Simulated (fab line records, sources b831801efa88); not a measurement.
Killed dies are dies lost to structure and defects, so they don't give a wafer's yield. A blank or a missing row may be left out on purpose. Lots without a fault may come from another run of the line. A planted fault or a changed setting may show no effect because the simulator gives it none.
Which tool did it? | flow sky130 | 12 lots, 34 wafers sampled, at 6 steps of a route of 708

WHAT THE GAUGES READ, wafer by wafer
SKY_POLY_CUT_OVL_MEAS_09.
lot  | measured     | on         | POLY_CUT_OVL (nm)
L850 | day 23 20:41 | overlay-02 | 1 2 4
L852 | day 25 03:53 | overlay-02 | 8 9 3
L853 | day 25 11:38 | overlay-02 | 0 -3 -2
L854 | day 25 17:11 | overlay-01 | -6 5 -5
L855 | day 26 04:26 | overlay-01 | -13 -8 -4
L856 | day 26 13:14 | overlay-01 | 3 -2 -2
L857 | day 27 07:19 | overlay-01 | -9 2 3
L864 | day 29 08:26 | overlay-02 | -4 -4
L866 | day 30 05:30 | overlay-02 | -7 -4
L869 | day 30 20:02 | overlay-01 | -3 -3 -7
L871 | day 31 07:00 | overlay-01 | -3 7 4
L873 | day 32 00:23 | overlay-02 | -4 -7 -7

SKY_SD_P_TW_MEAS_11.
lot  | measured     | on            | SD_P_TW
L850 | day 25 03:02 | film_metro-04 | 2850 2839 2855
L852 | day 26 08:05 | film_metro-01 | 2807 2819 2818
L853 | day 26 16:20 | film_metro-04 | 2854 2854 2860
L854 | day 26 22:13 | film_metro-02 | 2767 2782 2773
L855 | day 27 10:07 | film_metro-02 | 2775 2780 2774
L856 | day 27 18:20 | film_metro-01 | 2813 2811 2817
L857 | day 28 12:24 | film_metro-01 | 2829 2822 2831
L864 | day 30 13:34 | film_metro-04 | 2856 2859
L866 | day 31 09:43 | film_metro-01 | 2816 2811
L869 | day 32 00:20 | film_metro-04 | 2840 2860 2854
L871 | day 32 11:05 | film_metro-01 | 2791 2807 2816
L873 | day 33 03:39 | film_metro-04 | 2843 2824 2840

SKY_SD_N_RS_MEAS_16: measures by four-point-probe.
lot  | measured     | on            | SD_N_RS (ohm/sq)
L850 | day 27 12:17 | film_metro-01 | 68.34 68.54 68.60
L852 | day 28 17:55 | film_metro-04 | 68.15 68.27 68.14
L853 | day 29 01:34 | film_metro-04 | 68.42 68.36 68.34
L854 | day 29 08:17 | film_metro-04 | 68.56 68.31 68.36
L855 | day 29 19:38 | film_metro-01 | 68.38 68.35 68.61
L856 | day 30 03:47 | film_metro-04 | 68.59 68.41 68.52
L857 | day 30 21:10 | film_metro-01 | 68.57 68.41 68.60
L864 | day 32 20:58 | film_metro-01 | 67.28 67.45
L866 | day 33 16:41 | film_metro-01 | 67.41 67.35
L869 | day 34 07:25 | film_metro-04 | 68.36 68.40 68.37
L871 | day 34 16:45 | film_metro-02 | 68.58 68.64 68.56
L873 | day 35 09:21 | film_metro-04 | 68.56 68.29 68.23

SKY_SD_N_RS_MEAS_17: measures by four-point-probe.
lot  | measured     | on            | SD_P_RS (ohm/sq)
L850 | day 27 12:24 | film_metro-01 | 146.7 147.4 147.0
L852 | day 28 18:02 | film_metro-04 | 145.9 145.9 146.1
L853 | day 29 01:41 | film_metro-04 | 146.8 146.9 146.6
L854 | day 29 08:25 | film_metro-04 | 146.8 146.9 146.2
L855 | day 29 19:45 | film_metro-01 | 146.7 146.7 147.2
L856 | day 30 03:54 | film_metro-04 | 147.3 147.3 147.7
L857 | day 30 21:17 | film_metro-01 | 147.2 147.3 147.4
L864 | day 32 21:05 | film_metro-01 | 141.6 142.0
L866 | day 33 16:48 | film_metro-01 | 141.7 141.8
L869 | day 34 07:32 | film_metro-04 | 146.8 146.5 146.8
L871 | day 34 16:52 | film_metro-02 | 148.0 147.9 147.7
L873 | day 35 09:28 | film_metro-04 | 146.8 146.3 146.8

WHICH TOOL RAN EACH LOT (tool, then ch and the chambers of the sampled wafers, then the start)
lot  | SKY_RES_XHIGH_STRIP_08               | SKY_SD_N_RTA_14
L850 | plasma_asher-04 ch 0,1, day 26 06:46 | rtp_anneal-02 ch 0, day 27 12:06
L852 | plasma_asher-01 ch 1, day 27 13:07   | rtp_anneal-02 ch 0, day 28 17:44
L853 | plasma_asher-01 ch 0, day 27 20:48   | rtp_anneal-01 ch 0, day 29 01:23
L854 | plasma_asher-01 ch 0,1, day 28 02:26 | rtp_anneal-02 ch 0, day 29 08:05
L855 | plasma_asher-01 ch 0,1, day 28 14:49 | rtp_anneal-01 ch 0, day 29 19:27
L856 | plasma_asher-02 ch 0,1, day 28 22:49 | rtp_anneal-02 ch 0, day 30 03:35
L857 | plasma_asher-01 ch 0,1, day 29 16:23 | rtp_anneal-02 ch 0, day 30 20:57
L864 | plasma_asher-01 ch 0,1, day 31 17:12 | rtp_anneal-02 ch 0, day 32 20:47
L866 | plasma_asher-01 ch 0,1, day 32 13:04 | rtp_anneal-02 ch 0, day 33 16:29
L869 | plasma_asher-01 ch 0,1, day 33 03:34 | rtp_anneal-01 ch 0, day 34 07:14
L871 | plasma_asher-01 ch 0,1, day 33 13:55 | rtp_anneal-01 ch 0, day 34 16:33
L873 | plasma_asher-02 ch 0,1, day 34 06:35 | rtp_anneal-01 ch 0, day 35 09:10
- SKY_RES_XHIGH_STRIP_08: strips in O2/N2.
- SKY_SD_N_RTA_14: time 2 s.

WHAT THE TOOLS THEMSELVES READ (means of the sampled wafers that have a number; where no wafer has one, the mark that the record gives instead)
SKY_RES_XHIGH_STRIP_08.
lot  | tool            | drypump_motor_current_A (A) | oes_product_au (a.u.) | strip_time_to_endpoint_s (s)
L850 | plasma_asher-04 | 5.66                        | 0.710                 | 14.22
L852 | plasma_asher-01 | 5.63                        | 0.709                 | 14.31
L853 | plasma_asher-01 | 5.72                        | 0.711                 | 14.28
L854 | plasma_asher-01 | 5.70                        | 0.708                 | 14.30
L855 | plasma_asher-01 | 5.68                        | 0.706                 | 14.27
L856 | plasma_asher-02 | 5.51                        | 0.710                 | 14.27
L857 | plasma_asher-01 | 5.67                        | 0.709                 | 14.21
L864 | plasma_asher-01 | 5.67                        | 0.706                 | 14.32
L866 | plasma_asher-01 | 5.68                        | 0.708                 | 14.28
L869 | plasma_asher-01 | 5.64                        | 0.711                 | 14.28
L871 | plasma_asher-01 | 5.70                        | 0.711                 | 14.25
L873 | plasma_asher-02 | 5.51                        | 0.711                 | 14.30

SKY_SD_N_RTA_14.
lot  | tool          | lamp_power_pct (%) | wafer_temp_C_max
L850 | rtp_anneal-02 | 15.72              | 1078.3
L852 | rtp_anneal-02 | 15.68              | 1077.3
L853 | rtp_anneal-01 | 15.78              | 1078.1
L854 | rtp_anneal-02 | 15.68              | 1078.3
L855 | rtp_anneal-01 | 15.74              | 1078.8
L856 | rtp_anneal-02 | 15.75              | 1079.3
L857 | rtp_anneal-02 | 15.76              | 1076.9
L864 | rtp_anneal-02 | 15.79              | 1084.5
L866 | rtp_anneal-02 | 15.74              | 1084.3
L869 | rtp_anneal-01 | 15.71              | 1078.2
L871 | rtp_anneal-01 | 15.74              | 1078.1
L873 | rtp_anneal-01 | 15.66              | 1077.6

THE ANSWER, worked out from the rows above alone
Rule: what is usual is taken from the lots themselves. Put in order of their means at a reading, lots are off if they are a third of the lots or fewer, leave a main group of 4 or more, and stand apart from it by a gap of 3 or more times the standard deviation of the main group's means; of several such gaps the widest counts. A main group whose means are all the same, to the digits that the tables above print for the reading, isn't used. A lot without any number at a reading at which 4 lots or more have one is off too. The other lots that the step has rows for count as sound. The gauges are gone through in route order, then the tools' own readings, and for those a lot's mean is taken as printed above. The first step at which some lot is off is used, and at that step the reading that is off furthest; a lot without a number counts as furthest.
Off: L864, L866, at SKY_SD_N_RS_MEAS_16 (SD_N_RS). The main group: mean 68.43 ohm/sq, standard deviation 0.11.
A tool fits if, at a process step before that reading, it ran every lot that is off, and no sound lot after the first of them. The gauges at SKY_SD_N_RS_MEAS_16 aren't tried: what is off there is off at SKY_SD_N_RTA_14 too, on other tools, and a gauge's error can't cause that. One fits: rtp_anneal-02 at SKY_SD_N_RTA_14. Its last sound lot is L857 (day 30 20:57), its first lot that is off L864 (day 32 20:47): a fault that began between those two fits.
The tool's own readings at SKY_SD_N_RTA_14 bear it out: on the lots that are off they differ by more than 5 times the standard deviation of the sound lots' means. wafer_temp_C_max reads 1084.4 there against 1078.1 on the sound lots.

WHAT THE SIMULATOR HAD PUT IN
Process parameter drift: rtp_anneal-02, from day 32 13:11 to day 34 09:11, at SKY_SD_N_RTA_14. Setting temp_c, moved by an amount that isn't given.
Lots struck among those shown: L864, L866. The rule above found the same.
